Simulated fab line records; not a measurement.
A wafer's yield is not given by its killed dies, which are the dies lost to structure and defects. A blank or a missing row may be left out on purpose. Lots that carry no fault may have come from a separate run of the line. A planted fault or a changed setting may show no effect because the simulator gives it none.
fab line records + flow sky130
record:
- lots: 13
- wafers: 39
- lastDay: 50
route steps=708 shown VIA2@519 VIA3@586 VIA4@652 PAD_OPEN@708
lots untouched by any fault: they come from a run of this same line in which no faults occurred
startH: hours from the record's first day to the start of the lot's first wafer shown + waitH: how many hours have passed since the lot's step before this one + " unchanged from the row above + L1.1+2: one row covering several wafers at once + - value missing, or start not given + * or withheld: withheld + < > ~ a bound
route shown NAME@n: a module of which the file shows steps, and the number in the route of the first + usual: mean and standard deviation over wafers with no fault + same: alike in all rows + chamber/n: place in a boat + sites: per-site readings + _std_site: standard deviation of those values + _edge_site: inner sites' mean taken away from outer sites' mean + radiusMm: for every site, how far away it sits from the centre of the wafer + mask NAME#n: copy n + behind: tool/chamber where the wafer was last shaped + hold: the reason the lot was held/the length of the hold in hours/how it ended + device: transistor that didn't switch, given as n, p or np + end of line: the same wafers' tests at the end of the route + a step with no rows: only its recipe + killed: at the first sort, the dies lost to defects and structure; wafer yield is something else + map: a wafer's dies, marking killed ones x, the rest . and places with no die _
set.NAME: the setting as run; set.NAME@STEP: as run at that earlier step + model.NAME: the simulator's own value behind a step, which no gauge read
steps of the route over a sample of lots; a table a step, a row a wafer
services: a tool's chamber out of use, with start hour (startH, from the record's first day; less than 0 if before it), hours out, and reason
== steps ==
step: SKY_VIA2_CD_MEAS_12
recipe:
- targetCdNm: 200
usual:
- cdNm: 200.5/1.5
| lot.wafer | tool     | chamber | startH  | waitH | cdNm  |
|-----------|----------|---------|---------|-------|-------|
| L561.1    | cdSem-02 | -       | 859.73  | -     | 203.6 |
| L561.5    | "        | -       | "       | "     | 201.5 |
| L561.6    | "        | -       | "       | "     | 203.5 |
| L566.1    | cdSem-01 | -       | 894.83  | -     | 199.3 |
| L566.5    | "        | -       | "       | "     | 199.0 |
| L566.6    | "        | -       | "       | "     | 199.8 |
| L567.1    | cdSem-01 | -       | 899.28  | -     | 201.1 |
| L567.5    | "        | -       | "       | "     | 200.6 |
| L567.6    | "        | -       | "       | "     | 200.5 |
| L565.2    | cdSem-01 | -       | 902.30  | -     | 201.5 |
| L565.4    | "        | -       | "       | "     | 200.6 |
| L565.5    | "        | -       | "       | "     | 200.3 |
| L571.1    | cdSem-02 | -       | 930.93  | -     | 199.8 |
| L571.5    | "        | -       | "       | "     | 199.0 |
| L571.6    | "        | -       | "       | "     | 199.9 |
| L572.2    | cdSem-01 | -       | 940.65  | -     | 200.2 |
| L572.4    | "        | -       | "       | "     | 199.1 |
| L572.5    | "        | -       | "       | "     | 199.7 |
| L574.2    | cdSem-01 | -       | 942.25  | -     | 200.9 |
| L574.3    | "        | -       | "       | "     | 201.5 |
| L574.6    | "        | -       | "       | "     | 200.4 |
| L573.2    | cdSem-01 | -       | 943.35  | -     | 201.3 |
| L573.3    | "        | -       | "       | "     | 200.9 |
| L573.6    | "        | -       | "       | "     | 204.0 |
| L575.1    | cdSem-02 | -       | 961.50  | -     | 200.3 |
| L575.2    | "        | -       | "       | "     | 200.4 |
| L575.3    | "        | -       | "       | "     | 199.8 |
| L576.1    | cdSem-01 | -       | 965.18  | -     | 202.5 |
| L576.5    | "        | -       | "       | "     | 201.3 |
| L576.6    | "        | -       | "       | "     | 202.0 |
| L577.1    | cdSem-02 | -       | 973.63  | -     | 199.3 |
| L577.3    | "        | -       | "       | "     | 199.4 |
| L577.6    | "        | -       | "       | "     | 199.8 |
| L583.2    | cdSem-02 | -       | 1007.60 | -     | 199.1 |
| L583.4    | "        | -       | "       | "     | 199.2 |
| L583.5    | "        | -       | "       | "     | 199.4 |
| L584.3    | cdSem-02 | -       | 1012.02 | -     | 200.6 |
| L584.4    | "        | -       | "       | "     | 199.7 |
| L584.5    | "        | -       | "       | "     | 199.4 |
step: SKY_VIA2_STRIP_16
recipe:
- chemistry: O2/N2
- powerW: 1400
- pressureMtorr: 1500
- platenTempC: withheld
- o2FlowSccm: 3000
- n2FlowSccm: 300
- overashFraction: 0.5
usual:
- chamberPressureMTorr: 1499.9/1.3
- drypumpMotorCurrentA: 5.7/0.5
- oesProductAu: 0.399/0.0049
- stripTimeToEndpointS: 4.049/0.024
| lot.wafer | tool           | chamber | startH  | waitH | chamberPressureMTorr | drypumpMotorCurrentA | oesProductAu | rfHoursCounterH | stripTimeToEndpointS |
|-----------|----------------|---------|---------|-------|----------------------|----------------------|--------------|-----------------|----------------------|
| L561.1    | plasmaAsher-04 | 1       | 859.99  | 0.0   | 1500.4               | 5.8                  | 0.397        | 45              | 4.031                |
| L561.5    | "              | 1       | "       | "     | 1498.7               | 5.8                  | 0.392        | -               | 4.010                |
| L561.6    | "              | 0       | "       | "     | 1502.5               | 5.4                  | 0.403        | -               | 4.049                |
| L566.1    | plasmaAsher-04 | 1       | 895.09  | 0.0   | 1500.9               | 5.8                  | 0.399        | 49              | 4.054                |
| L566.5    | "              | 0       | "       | "     | 1501.6               | 5.4                  | 0.394        | -               | 4.037                |
| L566.6    | "              | 1       | "       | "     | 1499.7               | 5.8                  | 0.398        | -               | 4.039                |
| L567.1    | plasmaAsher-02 | 1       | 899.54  | 0.0   | 1497.5               | 4.8                  | 0.406        | 107             | 4.057                |
| L567.5    | "              | 0       | "       | "     | 1500.5               | 5.5                  | 0.401        | -               | 4.045                |
| L567.6    | "              | 1       | "       | "     | 1500.4               | 4.8                  | 0.391        | -               | 4.029                |
| L565.2    | plasmaAsher-04 | 0       | 902.54  | 0.0   | 1500.3               | 5.4                  | 0.391        | 49              | 4.066                |
| L565.4    | "              | 0       | "       | "     | 1500.2               | 5.4                  | 0.407        | -               | 4.080                |
| L565.5    | "              | 0       | "       | "     | 1499.8               | 5.4                  | 0.393        | -               | 4.059                |
| L571.1    | plasmaAsher-01 | 1       | 931.19  | 0.0   | 1499.0               | 6.1                  | 0.402        | 14              | 4.061                |
| L571.5    | "              | 1       | "       | "     | 1499.5               | 6.1                  | 0.391        | -               | 4.055                |
| L571.6    | "              | 0       | "       | "     | 1502.3               | 6.3                  | 0.396        | -               | 4.038                |
| L572.2    | plasmaAsher-02 | 1       | 940.89  | 0.0   | 1500.5               | 4.8                  | 0.401        | 111             | 4.061                |
| L572.4    | "              | 0       | "       | "     | 1501.2               | 5.5                  | 0.400        | -               | 4.069                |
| L572.5    | "              | 1       | "       | "     | 1500.5               | 4.7                  | 0.399        | -               | 4.022                |
| L574.2    | plasmaAsher-02 | 0       | 942.49  | 0.0   | 1500.7               | 5.5                  | 0.406        | 111             | 4.046                |
| L574.3    | "              | 0       | "       | "     | 1503.2               | 5.5                  | 0.397        | -               | 4.059                |
| L574.6    | "              | 1       | "       | "     | 1501.3               | 4.7                  | 0.403        | -               | 4.059                |
| L573.2    | plasmaAsher-01 | 0       | 943.60  | 0.0   | 1495.9               | 6.3                  | 0.403        | 15              | 4.012                |
| L573.3    | "              | 0       | "       | "     | 1501.1               | 6.3                  | 0.403        | -               | 4.038                |
| L573.6    | "              | 0       | "       | "     | 1499.2               | 6.3                  | 0.395        | -               | 4.022                |
| L575.1    | plasmaAsher-01 | 1       | 961.76  | 0.0   | 1501.0               | 6.1                  | 0.392        | 17              | 4.043                |
| L575.2    | "              | 0       | "       | "     | 1501.6               | 6.3                  | 0.397        | 17              | 4.051                |
| L575.3    | "              | 0       | "       | "     | 1499.5               | 6.3                  | 0.396        | -               | 4.051                |
| L576.1    | plasmaAsher-01 | 1       | 965.44  | 0.0   | 1498.9               | 6.1                  | 0.395        | 17              | 4.017                |
| L576.5    | "              | 1       | "       | "     | 1498.6               | 6.1                  | 0.398        | -               | 4.040                |
| L576.6    | "              | 0       | "       | "     | 1499.8               | 6.3                  | 0.403        | -               | 4.054                |
| L577.1    | plasmaAsher-02 | 0       | 973.89  | 0.0   | 1500.6               | 5.5                  | 0.402        | 114             | 4.075                |
| L577.3    | "              | 1       | "       | "     | 1500.4               | 4.7                  | 0.402        | -               | 4.102                |
| L577.6    | "              | 0       | "       | "     | 1500.3               | 5.5                  | 0.406        | -               | 4.099                |
| L583.2    | plasmaAsher-01 | 1       | 1007.84 | 0.0   | 1497.3               | 6.1                  | 0.396        | 21              | 4.030                |
| L583.4    | "              | 0       | "       | "     | 1501.0               | 6.3                  | 0.397        | -               | 4.036                |
| L583.5    | "              | 0       | "       | "     | 1501.1               | 6.3                  | 0.407        | -               | 4.034                |
| L584.3    | plasmaAsher-04 | 1       | 1012.28 | 0.1   | 1500.7               | 5.8                  | 0.409        | -               | 4.025                |
| L584.4    | "              | 0       | "       | "     | 1501.1               | 5.4                  | 0.394        | -               | 4.067                |
| L584.5    | "              | 1       | "       | "     | 1499.4               | 5.8                  | 0.406        | -               | 4.033                |
step: SKY_VIA3_OVL_MEAS_13
usual:
- VIA3_OVL: -3/5.3
| lot.wafer | tool       | chamber | startH  | waitH | VIA3_OVL[nm] |
|-----------|------------|---------|---------|-------|--------------|
| L561.1    | overlay-02 | -       | 939.79  | 0.1   | 2            |
| L561.5    | "          | -       | "       | "     | -4           |
| L561.6    | "          | -       | "       | "     | 1            |
| L566.1    | overlay-01 | -       | 972.04  | 0.1   | -6           |
| L566.5    | "          | -       | "       | "     | -12          |
| L566.6    | "          | -       | "       | "     | -4           |
| L567.1    | overlay-02 | -       | 976.89  | 0.1   | 5            |
| L567.5    | "          | -       | "       | "     | -5           |
| L567.6    | "          | -       | "       | "     | 4            |
| L565.2    | overlay-02 | -       | 979.76  | 0.1   | 3            |
| L565.4    | "          | -       | "       | "     | -4           |
| L565.5    | "          | -       | "       | "     | -1           |
| L571.1    | overlay-01 | -       | 1006.75 | 0.1   | -3           |
| L571.5    | "          | -       | "       | "     | 0            |
| L571.6    | "          | -       | "       | "     | 6            |
| L572.2    | overlay-02 | -       | 1016.19 | 0.1   | 0            |
| L572.4    | "          | -       | "       | "     | 11           |
| L572.5    | "          | -       | "       | "     | 2            |
| L574.2    | overlay-01 | -       | 1018.31 | 0.1   | -2           |
| L574.3    | "          | -       | "       | "     | -7           |
| L574.6    | "          | -       | "       | "     | -12          |
| L573.2    | overlay-01 | -       | 1019.01 | 0.1   | 5            |
| L573.3    | "          | -       | "       | "     | 6            |
| L573.6    | "          | -       | "       | "     | 10           |
| L575.1    | overlay-01 | -       | 1038.84 | 0.1   | -1           |
| L575.2    | "          | -       | "       | "     | 0            |
| L575.3    | "          | -       | "       | "     | -3           |
| L576.1    | overlay-02 | -       | 1040.65 | 0.1   | 1            |
| L576.5    | "          | -       | "       | "     | -7           |
| L576.6    | "          | -       | "       | "     | -5           |
| L577.1    | overlay-01 | -       | 1046.25 | 0.1   | 2            |
| L577.3    | "          | -       | "       | "     | 3            |
| L577.6    | "          | -       | "       | "     | 8            |
| L583.2    | overlay-01 | -       | 1077.36 | 0.1   | -9           |
| L583.4    | "          | -       | "       | "     | 0            |
| L583.5    | "          | -       | "       | "     | -3           |
| L584.3    | overlay-01 | -       | 1082.97 | 0.1   | -17          |
| L584.4    | "          | -       | "       | "     | -7           |
| L584.5    | "          | -       | "       | "     | -8           |
step: SKY_VIA4_STRIP_13
recipe:
- chemistry: O2/N2
- powerW: 1400
- pressureMtorr: 1500
- platenTempC: withheld
- o2FlowSccm: 3000
- n2FlowSccm: 300
- overashFraction: 0.5
usual:
- chamberPressureMTorr: 1500.1/1.4
- drypumpMotorCurrentA: 5.4/0.45
- oesProductAu: 0.709/0.0048
- stripTimeToEndpointS: 12.81/0.038
| lot.wafer | tool           | chamber | startH  | waitH | chamberPressureMTorr | drypumpMotorCurrentA | oesProductAu | rfHoursCounterH | stripTimeToEndpointS |
|-----------|----------------|---------|---------|-------|----------------------|----------------------|--------------|-----------------|----------------------|
| L561.1    | plasmaAsher-04 | 1       | 1015.04 | -     | 1498.8               | 5.8                  | 0.706        | 60              | 12.83                |
| L561.5    | "              | 0       | "       | "     | 1500.1               | 5.4                  | 0.709        | -               | 12.83                |
| L561.6    | "              | 1       | "       | "     | 1500.1               | 5.8                  | 0.704        | -               | 12.78                |
| L566.1    | plasmaAsher-02 | 0       | 1044.99 | -     | 1500.5               | 5.4                  | 0.714        | 121             | 12.85                |
| L566.5    | "              | 1       | "       | "     | 1502.8               | 4.7                  | 0.709        | -               | 12.87                |
| L566.6    | "              | 0       | "       | "     | 1499.4               | 5.5                  | 0.708        | -               | 12.80                |
| L567.1    | plasmaAsher-03 | 0       | 1049.28 | -     | -                    | -                    | -            | -               | -                    |
| L567.5    | "              | 1       | "       | "     | -                    | -                    | -            | -               | -                    |
| L567.6    | "              | 0       | "       | "     | -                    | -                    | -            | -               | -                    |
| L565.2    | plasmaAsher-02 | 1       | 1054.19 | -     | -                    | -                    | -            | -               | -                    |
| L565.4    | "              | 1       | "       | "     | -                    | -                    | -            | -               | -                    |
| L565.5    | "              | 1       | "       | "     | -                    | -                    | -            | -               | -                    |
| L571.1    | plasmaAsher-03 | 1       | 1077.79 | -     | 1501.1               | 5.3                  | 0.714        | 98              | 12.79                |
| L571.5    | "              | 0       | "       | "     | 1496.8               | 6.2                  | 0.714        | -               | 12.81                |
| L571.6    | "              | 1       | "       | "     | 1499.6               | 5.3                  | 0.717        | -               | 12.79                |
| L572.2    | plasmaAsher-02 | 1       | 1087.23 | -     | 1499.7               | 4.8                  | 0.716        | 2               | 12.84                |
| L572.4    | "              | 1       | "       | "     | 1499.7               | 4.8                  | 0.707        | -               | 12.82                |
| L572.5    | "              | 0       | "       | "     | 1498.6               | 5.5                  | 0.713        | -               | 12.76                |
| L574.2    | plasmaAsher-03 | 1       | 1087.89 | -     | 1499.1               | 5.3                  | 0.705        | 99              | 12.81                |
| L574.3    | "              | 0       | "       | "     | 1499.8               | 6.2                  | 0.702        | -               | 12.82                |
| L574.6    | "              | 0       | "       | "     | 1499.2               | 6.2                  | 0.715        | -               | 12.79                |
| L573.2    | plasmaAsher-02 | 0       | 1088.04 | -     | 1500.8               | 5.4                  | 0.708        | 2               | 12.82                |
| L573.3    | "              | 0       | "       | "     | 1501.5               | 5.5                  | 0.713        | -               | 12.80                |
| L573.6    | "              | 0       | "       | "     | 1500.8               | 5.5                  | 0.706        | -               | 12.75                |
| L575.1    | plasmaAsher-02 | 0       | 1109.39 | -     | 1501.5               | 5.4                  | 0.709        | 4               | 12.83                |
| L575.2    | "              | 1       | "       | "     | 1501.4               | 4.7                  | 0.702        | 4               | 12.83                |
| L575.3    | "              | 1       | "       | "     | 1500.2               | 4.8                  | 0.714        | -               | 12.80                |
| L576.1    | plasmaAsher-02 | 1       | 1110.98 | -     | 1500.2               | 4.8                  | 0.709        | 4               | 12.78                |
| L576.5    | "              | 1       | "       | "     | 1499.7               | 4.8                  | 0.709        | -               | 12.80                |
| L576.6    | "              | 0       | "       | "     | 1498.2               | 5.4                  | 0.703        | -               | 12.78                |
| L577.1    | plasmaAsher-04 | 1       | 1113.93 | -     | 1498.5               | 5.8                  | 0.711        | 71              | 12.82                |
| L577.3    | "              | 1       | "       | "     | 1501.8               | 5.8                  | 0.706        | -               | 12.76                |
| L577.6    | "              | 0       | "       | "     | 1495.9               | 5.4                  | 0.714        | -               | 12.82                |
| L583.2    | plasmaAsher-03 | 0       | 1142.44 | -     | 1502.6               | 6.2                  | 0.704        | 104             | 12.91                |
| L583.4    | "              | 0       | "       | "     | 1499.8               | 6.2                  | 0.710        | -               | 12.87                |
| L583.5    | "              | 1       | "       | "     | 1501.4               | 5.3                  | 0.702        | -               | 12.89                |
| L584.3    | plasmaAsher-02 | 1       | 1147.57 | -     | 1498.3               | 4.7                  | 0.716        | -               | 12.83                |
| L584.4    | "              | 0       | "       | "     | 1501.4               | 5.5                  | 0.701        | -               | 12.78                |
| L584.5    | "              | 0       | "       | "     | 1497.6               | 5.5                  | 0.705        | -               | 12.77                |
step: SKY_PAD_OPEN_PROBE_99
usual:
- killed_at_M0_to_M3: 42/7.2
- killed_at_M4_up: 3.2/1.8
- killedAtContacts: 24/5.4
- killedAtFrontEnd: 15/4
- killedAtOther: 0.3/0.59
- killedDies: 84/9
- killedOnRim: 17/3.3
- killedOpen: 46/7.1
- killedShort: 38/6
same:
- grossDies: 492
- killedAtBackSide: 0
| lot.wafer | tool      | chamber | startH  | waitH | killed_at_M0_to_M3 | killed_at_M4_up | killedAtContacts | killedAtFrontEnd | killedAtOther | killedDies | killedOnRim | killedOpen | killedShort |
|-----------|-----------|---------|---------|-------|--------------------|-----------------|------------------|------------------|---------------|------------|-------------|------------|-------------|
| L567.1    | prober-02 | -       | 1115.80 | 0.1   | 22                 | 461             | 5                | 2                | 1             | 491        | 96          | 8          | 10          |
| L567.5    | prober-02 | -       | 1116.00 | 0.2   | 23                 | 456             | 6                | 1                | 0             | 486        | 94          | 8          | 7           |
| L567.6    | prober-02 | -       | 1116.05 | 0.2   | 18                 | 462             | 7                | 4                | 0             | 491        | 96          | 9          | 12          |
| L565.2    | prober-01 | -       | 1126.83 | 0.1   | 7                  | 471             | 7                | 4                | 0             | 489        | 95          | 7          | 11          |
| L565.4    | prober-01 | -       | 1126.93 | 0.2   | 10                 | 474             | 5                | 2                | 0             | 491        | 96          | 13         | 4           |
| L565.5    | prober-01 | -       | 1126.98 | 0.2   | 7                  | 472             | 5                | 6                | 0             | 490        | 94          | 10         | 8           |
killed by level:class
L567.1 VIA4:plasmaStripResidue=461 VIA2:unspecified=12 VIA2:geometricParticle:open=3 LI_CONTACT:geometricParticle:open=2 VIA3:geometricParticle:short=2 METAL3:geometricParticle:short=2 POLY_GATE:geometricParticle:open=1 POLY_GATE:geometricParticle:short=1
L567.5 VIA4:plasmaStripResidue=456 VIA2:unspecified=15 VIA3:geometricParticle:open=4 LOCAL_INTERCONNECT:geometricParticle:short=2 FIELD_ISO:geometricParticle:short=1 LI_CONTACT:geometricParticle:open=1 LOCAL_INTERCONNECT:geometricParticle:open=1 CONTACT:geometricParticle:short=1
L567.6 VIA4:plasmaStripResidue=462 VIA2:unspecified=8 LI_CONTACT:geometricParticle:short=3 VIA2:geometricParticle:short=2 VIA2:geometricParticle:open=2 VIA3:geometricParticle:open=2 FIELD_ISO:geometricParticle:short=1 POLY_GATE:geometricParticle:short=1
L565.2 VIA4:plasmaStripResidue=471 LOCAL_INTERCONNECT:geometricParticle:short=3 VIA3:geometricParticle:open=3 LI_CONTACT:geometricParticle:open=2 SPACER:geometricParticle:short=2 METAL2:geometricParticle:short=2 FIELD_ISO:geometricParticle:open=1 FIELD_ISO:geometricParticle:short=1
L565.4 VIA4:plasmaStripResidue=474 VIA1:geometricParticle:open=3 VIA3:geometricParticle:open=3 POLY_GATE:geometricParticle:open=2 CONTACT:geometricParticle:open=2 LI_CONTACT:geometricParticle:open=2 VIA1:geometricParticle:short=1 CONTACT:geometricParticle:short=1
L565.5 VIA4:plasmaStripResidue=472 LI_CONTACT:geometricParticle:open=4 POLY_GATE:geometricParticle:short=2 METAL1:geometricParticle:short=2 VIA1:geometricParticle:open=2 FIELD_ISO:geometricParticle:open=1 POLY_GATE:geometricParticle:open=1 POLY_CUT:geometricParticle:open=1
== services ==
| tool           | chamber | startH  | hours | kind      |
|----------------|---------|---------|-------|-----------|
| plasmaAsher-03 | -       | 859.73  | 2.8   | pm        |
| plasmaAsher-02 | -       | 952.72  | 1.2   | repair    |
| plasmaAsher-01 | -       | 962.56  | 0.5   | repair    |
| plasmaAsher-04 | -       | 964.23  | 2.4   | repair    |
| plasmaAsher-03 | -       | 1012.01 | 1.4   | repair    |
| plasmaAsher-03 | -       | 1034.58 | 5.4   | repair    |
| plasmaAsher-02 | -       | 1055.25 | 9.0   | pm        |
| plasmaAsher-02 | 0       | 1055.25 | 9.0   | ventCycle |
| plasmaAsher-02 | 1       | 1055.25 | 9.0   | ventCycle |
| plasmaAsher-01 | -       | 1063.15 | 4.8   | repair    |
| plasmaAsher-02 | 0       | 1064.25 | -     | clean     |
| plasmaAsher-02 | 1       | 1064.25 | -     | clean     |
| plasmaAsher-01 | -       | 1075.30 | 5.4   | repair    |
== key ==
firstSign:
- step: SKY_VIA4_STRIP_13
- reading: toolRecord
- direction: missing
effect:
- step: SKY_PAD_OPEN_PROBE_99
- reading: killed_at_M4_up
- direction: up
- sigmas: 99+
- usual: 3.2
- struck: 466
metAt SKY_VIA4_STRIP_13
struckLots L565,L567
laterRowsLeftOut L565.2,L565.4,L565.5,L567.1,L567.5,L567.6
testerLeftOut L565
notActingAt SKY_VIA2_CD_MEAS_12,SKY_VIA2_STRIP_16,SKY_VIA3_OVL_MEAS_13
onsetBetween 1044.99 1049.28
earlierFault:
- kind: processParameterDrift
- tool: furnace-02
- chamber: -
- onsetH: 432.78
- steps: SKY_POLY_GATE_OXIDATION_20
- channel: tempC
- offset: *
- shape: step
- endH: 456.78
- actsIn: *
- stated: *
earlierFault:
- kind: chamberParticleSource
- tool: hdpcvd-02
- chamber: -
- onsetH: 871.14
- steps: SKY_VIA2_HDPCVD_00
- ratePerVisitCm2: 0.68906
fault:
- kind: skippedStepWhole
- tool: plasmaAsher-02,plasmaAsher-03
- chamber: -
- onsetH: 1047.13
- steps: SKY_VIA4_STRIP_13
- scope: struckLotsOnly
testerLeftOut: of these lots the tester's yield and bins aren't shown, on N5 and GAA mostly nor the transistor test; their killed dies are dies lost to structure and defects alone, not to doping, threshold or leakage, so they don't give the yield
laterRowsLeftOut: the simulator's readings of these wafers behind a module that went badly wrong aren't trusted and aren't shown, but for the sort
